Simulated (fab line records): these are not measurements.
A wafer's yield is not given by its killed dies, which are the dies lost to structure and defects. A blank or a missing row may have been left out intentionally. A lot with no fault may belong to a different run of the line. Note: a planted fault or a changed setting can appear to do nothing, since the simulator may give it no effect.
The tool behind it: which one? | flow gf180mcu | 42 wafers from 14 lots sampled at 5 of the route's 602 steps

WHAT THE GAUGES READ, wafer by wafer
GF_M5_CD_MEAS_07 targets a cd of 280 nm. Usual: 280.5 nm for cd nm, sd 1.1.
lot  | measured     | on        | cd nm (nm)        | flag
L724 | day 26 03:41 | cd sem-02 | 280.1 281.5 281.9 |
L726 | day 26 22:31 | cd sem-01 | 280.3 280.5 280.0 |
L727 | day 27 12:46 | cd sem-02 | 281.1 280.7 280.3 |
L730 | day 28 06:05 | cd sem-01 | 281.3 282.1 282.1 |
L731 | day 28 13:23 | cd sem-01 | 281.1 280.3 280.5 |
L732 | day 28 23:46 | cd sem-02 | 277.6 277.3 277.9 |
L733 | day 29 07:10 | cd sem-01 | 280.6 281.0 281.1 |
L735 | day 30 01:52 | cd sem-01 | 279.0 280.0 278.1 |
L736 | day 30 09:16 | cd sem-01 | 280.0 279.0 278.8 |
L737 | day 30 10:16 | cd sem-01 | 282.2 279.8 282.3 |
L740 | day 31 06:30 | cd sem-01 | 281.3 281.8 281.3 |
L744 | day 32 06:29 | cd sem-01 | 279.3 279.4 279.5 |
L746 | day 32 15:31 | cd sem-01 | 281.0 279.9 280.2 |
L747 | day 32 17:32 | cd sem-01 | 279.6 279.5 279.7 |

GF_M5_OVL_MEAS_08. Usual: M5_OVL typically reads 0 nm, with standard deviation 4.7.
lot  | measured     | on         | M5_OVL (nm) | flag
L724 | day 26 03:46 | overlay-01 | -8 -6 2     |
L726 | day 26 22:38 | overlay-01 | 0 -4 -1     |
L727 | day 27 12:53 | overlay-02 | -7 -10 -10  |
L730 | day 28 06:11 | overlay-02 | 5 3 2       |
L731 | day 28 13:29 | overlay-01 | -6 -4 1     |
L732 | day 28 23:53 | overlay-01 | -2 8 -3     |
L733 | day 29 07:17 | overlay-01 | 1 0 -1      |
L735 | day 30 01:59 | overlay-02 | 4 -1 0      |
L736 | day 30 09:23 | overlay-02 | 5 9 3       |
L737 | day 30 10:23 | overlay-02 | -2 3 1      |
L740 | day 31 06:37 | overlay-02 | 4 9 12      |
L744 | day 32 06:36 | overlay-02 | 1 1 -3      |
L746 | day 32 15:35 | overlay-02 | 8 -7 5      |
L747 | day 32 17:39 | overlay-02 | 3 0 1       |

GF_V5_THK_MEAS_03. Usual: V5_CVD_02_THK typically reads 1455 nm, with standard deviation 19.
lot  | measured     | on            | V5_CVD_02_THK (nm) | flag
L724 | day 26 04:44 | film metro-04 | 1459 1458 1464     |
L726 | day 26 23:37 | film metro-04 | 1449 1483 1475     |
L727 | day 27 13:50 | film metro-02 | 1443 1449 1457     |
L730 | day 28 07:20 | film metro-04 | 1442 1463 1473     |
L731 | day 28 14:25 | film metro-02 | 1453 1466 1482     |
L732 | day 29 00:57 | film metro-04 | 1443 1417 1461     |
L733 | day 29 08:21 | film metro-02 | 1438 1455 1480     |
L735 | day 30 02:58 | film metro-03 | 1462 1475 1505     |
L736 | day 30 10:19 | film metro-02 | 1452 1420 1449     |
L737 | day 30 11:19 | film metro-02 | 1420 1427 1462     |
L740 | day 31 07:35 | film metro-04 | 942 1453 950       | OFF
L744 | day 32 07:32 | film metro-04 | 1451 1440 966      | OFF
L746 | day 32 16:33 | film metro-04 | 1463 1484 1460     |
L747 | day 32 18:35 | film metro-04 | 1466 1445 1500     |

GF_V5_OVL_MEAS_15. Usual: V5_OVL typically reads -3 nm, with standard deviation 4.9.
lot  | measured     | on         | V5_OVL (nm) | flag
L724 | day 27 01:49 | overlay-02 | -6 -3 -5    |
L726 | day 27 20:46 | overlay-01 | -10 3 -1    |
L727 | day 28 09:38 | overlay-02 | 2 4 -3      |
L730 | day 29 02:44 | overlay-01 | -2 -1 -3    |
L731 | day 29 09:56 | overlay-02 | 2 -1 4      |
L732 | day 29 19:35 | overlay-01 | 0 -9 -2     |
L733 | day 30 03:05 | overlay-02 | 1 -5 -13    |
L735 | day 30 21:53 | overlay-02 | -5 -5 8     |
L736 | day 31 04:35 | overlay-01 | -11 -6 -3   |
L737 | day 31 06:04 | overlay-01 | -5 -9 -8    |
L740 | day 32 01:14 | overlay-02 | 4 5 4       |
L744 | day 33 00:30 | overlay-01 | -1 -9 -1    |
L746 | day 33 08:58 | overlay-02 | -3 1 5      |
L747 | day 33 10:48 | overlay-01 | -10 -4 -10  |

TOOL THAT RAN EACH LOT (tool first, then ch and the chambers of the sampled wafers, then the start)
lot  | GF_V5_CVD_02
L724 | pecvd-01 ch 0,1,2, day 26 04:39
L726 | pecvd-01 ch 0,1, day 26 23:31
L727 | pecvd-03 ch 1,2, day 27 13:44
L730 | pecvd-01 ch 1,2, day 28 07:13
L731 | pecvd-04 ch 0,1, day 28 14:18
L732 | pecvd-03 ch 0,1,2, day 29 00:50
L733 | pecvd-04 ch 1,2, day 29 08:15
L735 | pecvd-01 ch 1,2, day 30 02:51
L736 | pecvd-04 ch 0,2, day 30 10:12
L737 | pecvd-03 ch 0,1,2, day 30 11:13
L740 | pecvd-01 ch 0,1,2, day 31 07:29
L744 | pecvd-01 ch 1,2, day 32 07:25
L746 | pecvd-03 ch 0,1,2, day 32 16:28
L747 | pecvd-04 ch 0,1, day 32 18:28
- GF_V5_CVD_02: deposits SiO2 from TEOS, target thk 1450 nm, time 163.28 s.

AS READ BY THE TOOLS THEMSELVES (means over the sampled wafers that have a number; for cases with no such wafer, the mark the record gives instead)
GF_V5_CVD_02. Usual: heater power outer w 358 W, standard deviation 60; heater power w 602 W, standard deviation 76; susceptor temp C 399.96 C, standard deviation 0.21.
lot  | tool     | heater power outer w (W) | heater power w (W) | susceptor temp C (C) | flag
L724 | pecvd-01 | 326                      | 541                | 399.81               |
L726 | pecvd-01 | 381                      | 624                | 399.92               |
L727 | pecvd-03 | 321                      | 560                | 399.88               |
L730 | pecvd-01 | 315                      | 531                | 400.06               |
L731 | pecvd-04 | 375                      | 659                | 399.78               |
L732 | pecvd-03 | 335                      | 582                | 399.97               |
L733 | pecvd-04 | 375                      | 616                | 400.00               |
L735 | pecvd-01 | 296                      | 516                | 399.91               |
L736 | pecvd-04 | 400                      | 643                | 400.09               |
L737 | pecvd-03 | 332                      | 576                | 400.14               |
L740 | pecvd-01 | 341                      | 579                | 399.92               |
L744 | pecvd-01 | 332                      | 565                | 399.88               |
L746 | pecvd-03 | 273                      | 495                | 399.93               |
L747 | pecvd-04 | 381                      | 663                | 400.08               |

THE ANSWER, worked out from the rows above alone
Rule: take the mean of a lot's wafers that have a number; if it is more than 3 standard deviations from the usual mean, the lot is off. Also off: a lot with no number at a reading for which 4 or more lots have one. Any other lot the step has rows for is counted as sound. Order of review: gauges by route order, followed by the tools' own readings, for which a lot's mean as printed above is used. The first step at which some lot is off is used, and at that step the reading that is off furthest; a lot without a number counts as furthest.
Off: L740, L744, seen at GF_V5_THK_MEAS_03 (V5_CVD_02_THK).
If a tool, at a process step before that reading, ran all the lots that are off and no sound lot after the first of them, it fits. Those tools and the gauges at GF_V5_THK_MEAS_03 are tried in the same way. One candidate fits, namely pecvd-01 at GF_V5_CVD_02. Its last sound lot is L735 (day 30 02:51), its first lot that is off L740 (day 31 07:29): a fault that began between those two fits.

WHAT HAD BEEN PUT IN BY THE SIMULATOR
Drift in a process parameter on pecvd-01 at GF_V5_CVD_02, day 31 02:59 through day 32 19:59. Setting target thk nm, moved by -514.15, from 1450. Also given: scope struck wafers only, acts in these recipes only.
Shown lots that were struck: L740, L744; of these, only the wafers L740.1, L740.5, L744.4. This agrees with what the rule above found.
